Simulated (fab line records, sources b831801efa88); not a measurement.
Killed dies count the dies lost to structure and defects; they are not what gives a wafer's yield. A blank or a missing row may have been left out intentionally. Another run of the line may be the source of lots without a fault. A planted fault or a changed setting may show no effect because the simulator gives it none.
Which tool is to blame? || flow sky130 || 12 lots, 36 wafers sampled, at 1 step of a route of 708

## WHAT THE GAUGES READ, wafer by wafer
SKY_LDD_LDN_OVL_MEAS_07. Usual: LDD_LDN_OVL typically reads -0.4 nm, with standard deviation 1.5.
{"lot": "L384", "measured": "day 24 07:08", "on": "overlay-01", "LDD_LDN_OVL (nm)": "-1.2 -1.0 -1.5", "flag": ""}
{"lot": "L383", "measured": "day 24 08:20", "on": "overlay-01", "LDD_LDN_OVL (nm)": "1.1 -1.5 -2.3", "flag": ""}
{"lot": "L386", "measured": "day 25 06:23", "on": "overlay-02", "LDD_LDN_OVL (nm)": "1.0 1.3 -1.0", "flag": ""}
{"lot": "L387", "measured": "day 25 12:46", "on": "overlay-01", "LDD_LDN_OVL (nm)": "-2.0 -1.7 2.2", "flag": ""}
{"lot": "L389", "measured": "day 26 07:02", "on": "overlay-02", "LDD_LDN_OVL (nm)": "1.9 1.8 -0.3", "flag": ""}
{"lot": "L390", "measured": "day 27 01:41", "on": "overlay-01", "LDD_LDN_OVL (nm)": "-0.4 -1.4 -2.1", "flag": ""}
{"lot": "L391", "measured": "day 27 07:52", "on": "overlay-01", "LDD_LDN_OVL (nm)": "1.6 2.2 0.6", "flag": ""}
{"lot": "L392", "measured": "day 27 18:05", "on": "overlay-02", "LDD_LDN_OVL (nm)": "0.0 1.0 -1.6", "flag": ""}
{"lot": "L400", "measured": "day 30 07:18", "on": "overlay-01", "LDD_LDN_OVL (nm)": "-0.9 -1.2 -0.9", "flag": ""}
{"lot": "L403", "measured": "day 31 06:09", "on": "overlay-02", "LDD_LDN_OVL (nm)": "0.6 -1.5 -1.1", "flag": ""}
{"lot": "L404", "measured": "day 31 07:21", "on": "overlay-02", "LDD_LDN_OVL (nm)": "0.3 -1.1 0.7", "flag": ""}
{"lot": "L405", "measured": "day 31 17:26", "on": "overlay-01", "LDD_LDN_OVL (nm)": "1.4 -1.2 -1.5", "flag": ""}

## TOOL THAT RAN EACH LOT (tool first, then ch and the chambers of the sampled wafers, then the start)
The record holds no process step before these readings.

## AS READ BY THE TOOLS THEMSELVES (means over the sampled wafers that have a number; for cases with no such wafer, the mark the record gives instead)
The record holds no such reading with a usual standard deviation.

## THE ANSWER, worked out from the rows above alone
Rule: lot off if the mean of its wafers having a number is beyond 3 standard deviations from the usual mean. A lot without any number at a reading at which 4 lots or more have one is off too. Where the step has rows for the other lots, those lots are counted as sound. First the gauges in route order, then the tools' own readings, where a lot's mean is used as printed above. At the first step where some lot is off, the reading lying furthest off is the one used; lots without a number count as furthest.
None of the lots is off at any reading shown; this tells nothing.

## WHAT WAS PUT IN BY THE SIMULATOR
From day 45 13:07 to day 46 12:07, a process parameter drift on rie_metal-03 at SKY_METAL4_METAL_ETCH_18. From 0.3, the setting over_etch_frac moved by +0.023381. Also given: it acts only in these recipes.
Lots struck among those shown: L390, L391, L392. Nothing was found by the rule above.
